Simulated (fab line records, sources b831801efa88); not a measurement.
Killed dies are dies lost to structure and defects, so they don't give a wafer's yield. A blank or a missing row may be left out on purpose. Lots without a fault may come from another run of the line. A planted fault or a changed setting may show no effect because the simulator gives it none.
A struck lot beside a sound one | flow sfq_line | 14 steps out of a route of 325
Sound: wafers L712.1, L712.4, L712.6. Struck: wafers L720.1, L720.3, L720.5. The cause comes at the end.
At each step with rows: each side's tool, then ch and its chambers, then its first start. Under that, the readings that differ: sound wafers | struck wafers | difference of the means | sigmas: that difference in standard deviations of wafers without a fault.
alike: readings whose means differ by less than 2 such deviations, and words and numbers that are the same on both sides. not compared: withheld readings, readings that some wafer has no value for, bounds like >300 that may hide the same value, and numbers for which the record gives no deviation and whose values overlap.
The two part at a step that has a row with sigmas, a row that says differs or no value, or rows on one side only. Numbers that don't overlap but have no deviation are shown without sigmas and don't part them. A reading that every wafer of one side lacks parts them only if that side has two wafers or more.

first, 2 steps without rows for these wafers: SFQ_TRILAYER_I2_VIA_STRIP_SOLV_CLEAN_072 (cleans in NMP, time 600 s); SFQ_TRILAYER_M3_DEP_PRE_CLEAN_074 (time 22.5 s).
SFQ_TRILAYER_M3_DEP_SPUTTER_073: material Nb, target thk 200 nm, time 133.3 s.
  sound on pvd_sputter-03, day 23 16:23; struck on pvd_sputter-05, day 27 17:34
  alike: throttle_valve_pct
SFQ_M3_RS_MEAS_919: measures by four-point-probe.
  sound on film_metro-03, day 23 16:30; struck on film_metro-03, day 27 17:39
  alike: M3_NB_RS
then, 6 steps without rows for these wafers: SFQ_TRILAYER_M3_LITHO_COAT_080 (resist thk 62 nm); SFQ_TRILAYER_M3_LITHO_COAT_075 (resist thk 600 nm); SFQ_TRILAYER_M3_LITHO_SOFTBAKE_079; SFQ_TRILAYER_M3_LITHO_EXPOSE_076 (exposes mask M3, target cd 500 nm); SFQ_TRILAYER_M3_LITHO_PEB_078 (peb time 60 s); SFQ_TRILAYER_M3_LITHO_DEVELOP_077 (time 60 s).
-- the record jumps here: 6 days lie between the struck wafers' starts before and after --
SFQ_M3_OVL_MEAS_921:
  sound on overlay-01, day 29 08:32; struck on overlay-02, day 33 23:25
  alike: M3_OVL
SFQ_TRILAYER_M3_BARC_OPEN_METAL_ETCH_100: etches BARC in O2, target depth 125 nm, time 41.7 s.
  sound on rie_metal-01 ch 0,1, day 29 08:34; struck on rie_metal-01 ch 1, day 33 23:27
  reading                                             | sound             | struck            | difference                    | sigmas
  bias_w (W)                                          | 79.83 79.74 79.74 | - - -             | no value on the struck wafers |
  oes_product_au (a.u.)                               | 0.687 0.687 0.684 | 0.862 0.870 0.874 | +0.183                        | +40
  run_length_s (s)                                    | 69.3 69.6 69.5    | 58.4 58.4 58.9    | -10.9                         | -12
  model.KrF_of_TRILAYER_M3_LITHO_COAT_075.thk_nm (nm) | 523.2 523.5 522.7 | 536.1 534.4 533.6 | +11.6                         |
  alike: chamber_pressure_mTorr, drypump_motor_current_A
  not compared: rf_hours_counter_h
SFQ_TRILAYER_M3_ETCH_METAL_ETCH_078: etches Nb in Cl2/Ar, stops on SiO2, target depth 240 nm, time 120 s.
  sound on rie_metal-01 ch 0,1, day 29 08:38; struck on rie_metal-01 ch 1, day 33 23:34
  reading                                             | sound             | struck          | difference | sigmas
  model.KrF_of_TRILAYER_M3_LITHO_COAT_075.thk_nm (nm) | 383.4 383.5 380.2 | 398.6 396.3 396 | +14.6      |
  alike: bias_w, chamber_pressure_mTorr, drypump_motor_current_A, oes_product_au, run_length_s
  not compared: rf_hours_counter_h
SFQ_TRILAYER_M3_STRIP_STRIP_079: strips in O2.
  sound on rie_metal-01 ch 0,1, day 29 08:45; struck on rie_metal-01 ch 1, day 33 23:49
  alike: chamber_pressure_mTorr, drypump_motor_current_A, oes_product_au
  not compared: rf_hours_counter_h

WHERE THEY PART
Only at SFQ_TRILAYER_M3_BARC_OPEN_METAL_ETCH_100, within this record. Later steps at which nothing parts them and some readings are alike: SFQ_TRILAYER_M3_ETCH_METAL_ETCH_078, SFQ_TRILAYER_M3_STRIP_STRIP_079.

WHY: what the simulator had put in
Process parameter drift: rie_metal-01, from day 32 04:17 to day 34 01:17, at SFQ_TRILAYER_M3_BARC_OPEN_METAL_ETCH_100. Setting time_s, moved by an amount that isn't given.
